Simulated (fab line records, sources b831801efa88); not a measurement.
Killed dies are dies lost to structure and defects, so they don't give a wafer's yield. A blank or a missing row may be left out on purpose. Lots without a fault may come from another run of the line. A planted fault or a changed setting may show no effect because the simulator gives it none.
Which tool did it? | flow gf180mcu | 7 lots, 21 wafers sampled, at 2 steps of a route of 602

WHAT THE GAUGES READ, wafer by wafer
GF_STI_CD_MEAS_12: target cd 220 nm.
lot  | measured    | on        | cd_nm (nm)
L145 | day 2 19:53 | cd_sem-01 | 220.7 220.8 221.2
L149 | day 3 17:32 | cd_sem-02 | 221.8 221.7 222.4
L151 | day 4 02:08 | cd_sem-01 | 220.5 219.6 219.1
L153 | day 4 11:55 | cd_sem-01 | 220.8 219.9 220.2
L159 | day 5 16:14 | cd_sem-01 | 220.8 220.8 219.9
L162 | day 6 08:37 | cd_sem-01 | 333.1 333.3 334.1
L164 | day 6 18:22 | cd_sem-02 | 220.2 220.6 221.0

WHICH TOOL RAN EACH LOT (tool, then ch and the chambers of the sampled wafers, then the start)
lot  | GF_STI_PEB_10
L145 | litho_track-01 ch 0, day 2 19:32
L149 | litho_track-01 ch 0, day 3 17:11
L151 | litho_track-02 ch 0, day 4 01:47
L153 | litho_track-04 ch 0, day 4 11:35
L159 | litho_track-02 ch 0, day 5 15:55
L162 | litho_track-02 ch 0, day 6 08:17
L164 | litho_track-01 ch 0, day 6 18:01
- GF_STI_PEB_10: peb time 90 s.

THE ANSWER, worked out from the rows above alone
Rule: what is usual is taken from the lots themselves. Put in order of their means at a reading, lots are off if they are a third of the lots or fewer, leave a main group of 4 or more, and stand apart from it by a gap of 3 or more times the standard deviation of the main group's means; of several such gaps the widest counts. A main group whose means are all the same, to the digits that the tables above print for the reading, isn't used. A lot without any number at a reading at which 4 lots or more have one is off too. The other lots that the step has rows for count as sound.
Off: L162, at GF_STI_CD_MEAS_12 (cd_nm). The main group: mean 220.7 nm, standard deviation 0.68.
A tool fits if, at a process step before that reading, it ran every lot that is off, and no sound lot after the first of them. The gauges at GF_STI_CD_MEAS_12 are tried like those tools. Can't be told from this: 2 tools fit, litho_track-02 at GF_STI_PEB_10, cd_sem-01 at GF_STI_CD_MEAS_12.

WHAT THE SIMULATOR HAD PUT IN
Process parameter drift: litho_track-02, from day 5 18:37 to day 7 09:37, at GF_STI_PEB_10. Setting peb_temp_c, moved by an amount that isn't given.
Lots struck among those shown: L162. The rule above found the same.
